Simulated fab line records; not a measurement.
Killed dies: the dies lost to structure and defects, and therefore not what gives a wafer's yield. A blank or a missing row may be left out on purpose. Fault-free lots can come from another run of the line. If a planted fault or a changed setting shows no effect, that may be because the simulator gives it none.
Which tool was responsible? + flow sky130 + 12 lots, 36 wafers sampled, at 4 steps of a route of 708

== WHAT THE GAUGES SHOWED, per wafer ==
SKY_METAL1_THK_MEAS_06: measures by xrf. Usual: METAL1_ALCU_THK 250.3 nm, standard deviation 2.1.
| lot  | measured     | on            | METAL1_ALCU_THK (nm) | flag |
|------|--------------|---------------|----------------------|------|
| L127 | day 31 06:34 | film_metro-02 | 252.4 250.0 253.8    |      |
| L132 | day 33 13:20 | film_metro-02 | 248.7 247.6 248.0    |      |
| L133 | day 33 18:32 | film_metro-02 | 250.6 251.4 250.3    |      |
| L135 | day 34 01:14 | film_metro-01 | 251.9 251.0 248.4    |      |
| L136 | day 34 09:33 | film_metro-01 | 251.2 251.6 251.6    |      |
| L137 | day 34 22:56 | film_metro-02 | 250.0 249.6 252.2    |      |
| L138 | day 35 11:39 | film_metro-03 | 252.5 253.3 250.5    |      |
| L139 | day 36 00:04 | film_metro-01 | 239.6 253.1 241.0    |      |
| L140 | day 36 03:17 | film_metro-02 | 253.9 242.3 249.7    |      |
| L148 | day 38 06:08 | film_metro-01 | 249.7 250.9 250.0    |      |
| L147 | day 38 08:10 | film_metro-01 | 249.4 251.6 251.8    |      |
| L149 | day 38 12:57 | film_metro-03 | 249.4 249.1 250.9    |      |

== WHICH TOOL RAN EACH LOT (tool, then ch and the chambers of the sampled wafers, then the start) ==
| lot  | SKY_CONTACT_CVD_00              | SKY_CONTACT_SPUTTER_23       | SKY_METAL1_SPUTTER_04        |
|------|---------------------------------|------------------------------|------------------------------|
| L127 | pecvd-01 ch 0,1,2, day 29 23:46 | pvd_sputter-01, day 31 05:39 | pvd_sputter-02, day 31 06:23 |
| L132 | pecvd-02 ch 0,2, day 32 07:56   | pvd_sputter-04, day 33 12:25 | pvd_sputter-01, day 33 13:09 |
| L133 | pecvd-01 ch 0,1, day 32 13:09   | pvd_sputter-01, day 33 17:31 | pvd_sputter-02, day 33 18:22 |
| L135 | pecvd-01 ch 0,1,2, day 32 20:10 | pvd_sputter-01, day 34 00:19 | pvd_sputter-02, day 34 01:04 |
| L136 | pecvd-02 ch 0,1, day 33 05:07   | pvd_sputter-04, day 34 08:38 | pvd_sputter-04, day 34 09:23 |
| L137 | pecvd-02 ch 0,1,2, day 33 18:05 | pvd_sputter-04, day 34 21:55 | pvd_sputter-04, day 34 22:46 |
| L138 | pecvd-04 ch 0,1, day 34 06:47   | pvd_sputter-01, day 35 10:44 | pvd_sputter-02, day 35 11:29 |
| L139 | pecvd-02 ch 0,1,2, day 34 19:57 | pvd_sputter-04, day 35 23:07 | pvd_sputter-02, day 35 23:52 |
| L140 | pecvd-04 ch 0,1,2, day 34 22:55 | pvd_sputter-01, day 36 02:22 | pvd_sputter-02, day 36 03:07 |
| L148 | pecvd-01 ch 0,1, day 37 01:01   | pvd_sputter-03, day 38 05:13 | pvd_sputter-01, day 38 05:57 |
| L147 | pecvd-04 ch 0,1,2, day 37 03:43 | pvd_sputter-04, day 38 07:14 | pvd_sputter-01, day 38 07:59 |
| L149 | pecvd-04 ch 0,1,2, day 37 08:10 | pvd_sputter-03, day 38 12:02 | pvd_sputter-01, day 38 12:47 |
- SKY_CONTACT_CVD_00: deposits Si3N4, target thk 75 nm.
- SKY_CONTACT_SPUTTER_23: material TiN, target thk 20 nm, time 80 s.
- SKY_METAL1_SPUTTER_04: material TiN, target thk 70 nm, time 58.3 s.

== AS READ BY THE TOOLS THEMSELVES (means over the sampled wafers that have a number; for cases with no such wafer, the mark the record gives instead) ==
SKY_CONTACT_CVD_00. Usual: heater_power_w at 753 W, with a standard deviation of 120.
| lot  | tool     | heater_power_w (W) | flag |
|------|----------|--------------------|------|
| L127 | pecvd-01 | 854                |      |
| L132 | pecvd-02 | 677                |      |
| L133 | pecvd-01 | 866                |      |
| L135 | pecvd-01 | 785                |      |
| L136 | pecvd-02 | 772                |      |
| L137 | pecvd-02 | 729                |      |
| L138 | pecvd-04 | 778                |      |
| L139 | pecvd-02 | 684                |      |
| L140 | pecvd-04 | 795                |      |
| L148 | pecvd-01 | 813                |      |
| L147 | pecvd-04 | 761                |      |
| L149 | pecvd-04 | 758                |      |

SKY_CONTACT_SPUTTER_23. Usual: throttle_valve_pct at 30.1 %, with a standard deviation of 0.98.
| lot  | tool           | throttle_valve_pct (%) | flag |
|------|----------------|------------------------|------|
| L127 | pvd_sputter-01 | 30.1                   |      |
| L132 | pvd_sputter-04 | 31.3                   |      |
| L133 | pvd_sputter-01 | 30.0                   |      |
| L135 | pvd_sputter-01 | 30.3                   |      |
| L136 | pvd_sputter-04 | 30.9                   |      |
| L137 | pvd_sputter-04 | 31.0                   |      |
| L138 | pvd_sputter-01 | 30.2                   |      |
| L139 | pvd_sputter-04 | 31.0                   |      |
| L140 | pvd_sputter-01 | 30.4                   |      |
| L148 | pvd_sputter-03 | 30.2                   |      |
| L147 | pvd_sputter-04 | 31.6                   |      |
| L149 | pvd_sputter-03 | 29.4                   |      |

SKY_METAL1_SPUTTER_04. Usual: throttle_valve_pct at 30.1 %, with a standard deviation of 1.1.
| lot  | tool           | throttle_valve_pct (%) | flag |
|------|----------------|------------------------|------|
| L127 | pvd_sputter-02 | 29.9                   |      |
| L132 | pvd_sputter-01 | 30.0                   |      |
| L133 | pvd_sputter-02 | 30.2                   |      |
| L135 | pvd_sputter-02 | 30.8                   |      |
| L136 | pvd_sputter-04 | 31.3                   |      |
| L137 | pvd_sputter-04 | 30.6                   |      |
| L138 | pvd_sputter-02 | 29.2                   |      |
| L139 | pvd_sputter-02 | 29.5                   |      |
| L140 | pvd_sputter-02 | 29.8                   |      |
| L148 | pvd_sputter-01 | 30.5                   |      |
| L147 | pvd_sputter-01 | 30.3                   |      |
| L149 | pvd_sputter-01 | 30.6                   |      |

== THE ANSWER, worked out from the rows above alone ==
Rule: lot off if the mean of its wafers having a number is beyond 3 standard deviations from the usual mean. Also off: a lot with no number at a reading for which 4 or more lots have one. The other lots that the step has rows for count as sound. The gauges are gone through in route order, then the tools' own readings, and for those a lot's mean is taken as printed above. The first step at which some lot is off is used, and at that step the reading that is off furthest; a lot without a number counts as furthest.
None of the lots is off at any reading shown; this tells nothing.

== WHAT THE SIMULATOR HAD INSERTED ==
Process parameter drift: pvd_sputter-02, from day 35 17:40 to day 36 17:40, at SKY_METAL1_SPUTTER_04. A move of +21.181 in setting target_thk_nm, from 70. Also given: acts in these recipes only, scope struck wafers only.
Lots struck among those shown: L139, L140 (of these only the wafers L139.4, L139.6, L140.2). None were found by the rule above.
